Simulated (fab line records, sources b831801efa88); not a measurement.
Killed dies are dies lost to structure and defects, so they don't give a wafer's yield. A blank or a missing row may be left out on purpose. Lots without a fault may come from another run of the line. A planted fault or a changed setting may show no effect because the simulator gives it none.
Which tool did it? | flow sky130 | 13 lots, 39 wafers sampled, at 4 steps of a route of 708

WHAT THE GAUGES READ, wafer by wafer
SKY_FIELD_ISO_CD_MEAS_13: target cd 150 nm. Usual: cd_nm 149.7 nm, standard deviation 1.6.
lot  | measured    | on        | cd_nm (nm)        | flag
L312 | day 2 06:23 | cd_sem-02 | 150.2 150.8 149.3 |
L313 | day 2 10:46 | cd_sem-02 | 151.6 152.4 151.6 |
L314 | day 2 14:23 | cd_sem-01 | 150.0 149.8 149.1 |
L315 | day 2 20:48 | cd_sem-02 | 150.7 150.1 149.6 |
L316 | day 3 03:57 | cd_sem-01 | 149.4 149.9 149.8 |
L317 | day 3 08:31 | cd_sem-02 | 150.1 151.6 151.0 |
L320 | day 3 21:07 | cd_sem-02 | 146.7 145.8 147.4 |
L321 | day 4 06:07 | cd_sem-01 | 148.7 148.9 148.9 |
L325 | day 4 23:26 | cd_sem-02 | 151.2 150.9 152.3 |
L327 | day 5 11:23 | cd_sem-02 | 147.5 149.3 148.5 |
L328 | day 5 15:23 | cd_sem-01 | 147.8 147.7 151.2 |
L334 | day 7 00:53 | cd_sem-01 | 147.1 147.4 147.8 |
L335 | day 7 04:44 | cd_sem-02 | 153.1 152.0 151.2 |

SKY_GATE_OXIDE_THK_MEAS_02. Usual: GATE_OXIDE_OXIDATION_00_THK 10.25 nm, standard deviation 0.18.
lot  | measured     | on            | GATE_OXIDE_OXIDATION_00_THK (nm) | flag
L312 | day 12 10:46 | film_metro-01 | 10.08 10.24 10.13                |
L313 | day 12 21:04 | film_metro-02 | 10.11 9.98 10.07                 |
L314 | day 13 06:40 | film_metro-02 | 9.98 9.88 10.01                  |
L315 | day 13 13:45 | film_metro-02 | 10.03 10.03 10.02                |
L316 | day 14 14:07 | film_metro-01 | 10.31 10.24 10.31                |
L317 | day 14 21:17 | film_metro-02 | 10.29 10.22 10.19                |
L320 | day 15 09:26 | film_metro-02 | 9.92 10.13 10.13                 |
L321 | day 15 22:08 | film_metro-03 | 10.23 10.08 10.32                |
L325 | day 17 01:06 | film_metro-02 | 10.11 10.11 10.34                |
L327 | day 17 18:52 | film_metro-02 | 13.34 13.38 13.56                | OFF
L328 | day 17 20:17 | film_metro-01 | 13.44 13.42 13.61                | OFF
L334 | day 20 16:44 | film_metro-03 | 10.08 10.15 10.16                |
L335 | day 20 18:00 | film_metro-01 | 10.40 10.42 10.37                |

SKY_VIA1_THK_MEAS_01. Usual: VIA1_HDPCVD_THK 1031 nm, standard deviation 10.
lot  | measured     | on            | VIA1_HDPCVD_THK (nm) | flag
L312 | day 32 09:40 | film_metro-02 | 1048 1037 1031       |
L313 | day 32 14:46 | film_metro-02 | 1023 1016 1031       |
L314 | day 33 03:46 | film_metro-04 | 1040 1036 1030       |
L315 | day 33 10:55 | film_metro-04 | 1033 1039 1023       |
L316 | day 34 14:21 | film_metro-01 | 1036 1031 1033       |
L317 | day 34 21:47 | film_metro-02 | 1045 1036 1031       |
L320 | day 35 08:06 | film_metro-01 | 1032 1034 1024       |
L321 | day 35 18:22 | film_metro-04 | 1035 1029 1039       |
L325 | day 36 17:20 | film_metro-02 | 1041 1040 1042       |
L327 | day 37 09:16 | film_metro-01 | 1034 1035 1054       |
L328 | day 37 14:56 | film_metro-02 | 1019 1035 1030       |
L334 | day 39 22:52 | film_metro-01 | 1044 1028 1051       |
L335 | day 39 22:20 | film_metro-01 | 1022 1034 1015       |

WHICH TOOL RAN EACH LOT (tool, then ch and the chambers of the sampled wafers, then the start)
lot  | SKY_GATE_OXIDE_OXIDATION_01
L312 | furnace-02 ch 0, day 12 09:20
L313 | furnace-02 ch 0, day 12 19:39
L314 | furnace-01 ch 0, day 13 05:15
L315 | furnace-01 ch 0, day 13 12:20
L316 | furnace-01 ch 0, day 14 12:43
L317 | furnace-02 ch 0, day 14 19:52
L320 | furnace-01 ch 0, day 15 08:01
L321 | furnace-02 ch 0, day 15 20:43
L325 | furnace-02 ch 0, day 16 23:41
L327 | furnace-01 ch 0, day 17 17:27
L328 | furnace-01 ch 0, day 17 18:52
L334 | furnace-02 ch 0, day 20 15:19
L335 | furnace-01 ch 0, day 20 16:35
- SKY_GATE_OXIDE_OXIDATION_01: stabilise 600 s, purge 300 s, target thk 10.268 nm.

WHAT THE TOOLS THEMSELVES READ (means of the sampled wafers that have a number; where no wafer has one, the mark that the record gives instead)
SKY_GATE_OXIDE_OXIDATION_01. Usual: ox_temp_c 900.0 C, standard deviation 0.42; zone_power_lower_pct 17.5 %, standard deviation 0.72.
lot  | tool       | ox_temp_c (C) | zone_power_lower_pct (%) | flag
L312 | furnace-02 | 900.5         | 17.0                     |
L313 | furnace-02 | 900.3         | 16.8                     |
L314 | furnace-01 | 900.1         | 18.3                     |
L315 | furnace-01 | 900.1         | 18.4                     |
L316 | furnace-01 | 900.1         | 18.4                     |
L317 | furnace-02 | 899.4         | 16.8                     |
L320 | furnace-01 | 900.3         | 18.4                     |
L321 | furnace-02 | 899.9         | 16.9                     |
L325 | furnace-02 | 900.1         | 16.9                     |
L327 | furnace-01 | 899.8         | 18.4                     |
L328 | furnace-01 | 900.1         | 18.3                     |
L334 | furnace-02 | 900.2         | 16.9                     |
L335 | furnace-01 | 899.6         | 18.3                     |

THE ANSWER, worked out from the rows above alone
Rule: a lot is off if the mean of its wafers that have a number lies more than 3 standard deviations from the usual mean. A lot without any number at a reading at which 4 lots or more have one is off too. The other lots that the step has rows for count as sound. The gauges are gone through in route order, then the tools' own readings, and for those a lot's mean is taken as printed above. The first step at which some lot is off is used, and at that step the reading that is off furthest; a lot without a number counts as furthest.
Off: L327, L328, at SKY_GATE_OXIDE_THK_MEAS_02 (GATE_OXIDE_OXIDATION_00_THK).
A tool fits if, at a process step before that reading, it ran every lot that is off, and no sound lot after the first of them. The gauges at SKY_GATE_OXIDE_THK_MEAS_02 are tried like those tools. None of those tried fits.

WHAT THE SIMULATOR HAD PUT IN
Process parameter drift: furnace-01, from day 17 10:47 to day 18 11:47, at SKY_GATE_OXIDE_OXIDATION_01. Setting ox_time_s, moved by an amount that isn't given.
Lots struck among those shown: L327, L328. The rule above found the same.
